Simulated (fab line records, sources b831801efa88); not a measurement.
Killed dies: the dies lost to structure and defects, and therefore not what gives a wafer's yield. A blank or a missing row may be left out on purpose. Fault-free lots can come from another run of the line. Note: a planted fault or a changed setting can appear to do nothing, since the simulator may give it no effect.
A lot that was struck, set against a sound lot	flow gf180mcu	15 out of 602 route steps
Sound: wafers L961.3, L961.4, L961.5. Wafers struck: L971.1, L971.2, L971.3. At the end, the cause is stated.
Each step with rows lists, per side, the tool, then ch with its chambers, then its first start. Under that, the readings that differ: sound wafers	struck wafers	difference of the means	sigmas: that difference in standard deviations of wafers without a fault.
alike: readings whose means differ by less than 2 such deviations, and words and numbers that are the same on both sides. not compared: withheld readings, readings that some wafer has no value for, bounds like >300 that may hide the same value, and numbers for which the record gives no deviation and whose values overlap.
Wherever a step has rows on one side only, a row that says differs or no value, or a row with sigmas, the two part there. Numbers that don't overlap but have no deviation are shown without sigmas and don't part them. A reading missing from all wafers of one side parts the sides only when that side holds two or more wafers.

first, 3 steps without rows for these wafers: GF_LVPWELL_EXPOSE_04 (exposes mask LVPWELL, target cd 600 nm); GF_LVPWELL_PEB_05; GF_LVPWELL_DEVELOP_06 (develop time 60 s).
GF_LVPWELL_OVL_MEAS_07:
  sound: overlay-02 at day 5 16:32; struck: overlay-02 at day 8 03:16
  alike: LVPWELL_OVL
then, 2 steps without rows for these wafers: GF_LVPWELL_IMPLANT_08; GF_LVPWELL_IMPLANT_09.
GF_LVPWELL_STRIP_10: strips in O2/N2.
  sound on plasma_asher-03 ch 0,1, day 5 16:53; struck on plasma_asher-01 ch 0,1, day 8 03:37
reading	sound	struck	difference	sigmas
drypump_motor_current_A (A)	6.7 6.3 6.7	5.5 5.2 5.2	-1.3	-2
  alike: heater_power_w, oes_product_au, strip_time_to_endpoint_s
  not compared: rf_hours_counter_h
GF_LVPWELL_TW_MEAS_11:
  sound: film_metro-03 at day 5 16:59; struck: film_metro-02 at day 8 03:43
  alike: LVPWELL_TW
then, 4 steps without rows for these wafers: GF_MVSD_DEHYDRATE_00 (time 60 s); GF_MVSD_HMDS_01 (prime time 60 s); GF_MVSD_COAT_02 (resist thk 3000 nm); GF_MVSD_SOFTBAKE_03.
GF_MVSD_EXPOSE_04: exposes mask MVSD, target cd 1000 nm.
  sound on iline_stepper-01 ch 0, day 6 00:25; struck on iline_stepper-02 ch 0, day 8 11:52
reading	sound	struck	difference	sigmas
mask	MVSD#0 MVSD#0 MVSD#0	MVSD_R1#0 MVSD_R1#0 MVSD_R1#0	differs	
following that, these wafers have no rows for 1 step: GF_MVSD_PEB_05.
GF_PASSIVATION_PROBE_99:
  sound wafers here have rows in the record (prober-02, day 31 09:52); struck ones have none

== WHERE THEY PART ==
First at GF_LVPWELL_STRIP_10; last, within this record, at GF_PASSIVATION_PROBE_99.

WHY: what had been put in by the simulator
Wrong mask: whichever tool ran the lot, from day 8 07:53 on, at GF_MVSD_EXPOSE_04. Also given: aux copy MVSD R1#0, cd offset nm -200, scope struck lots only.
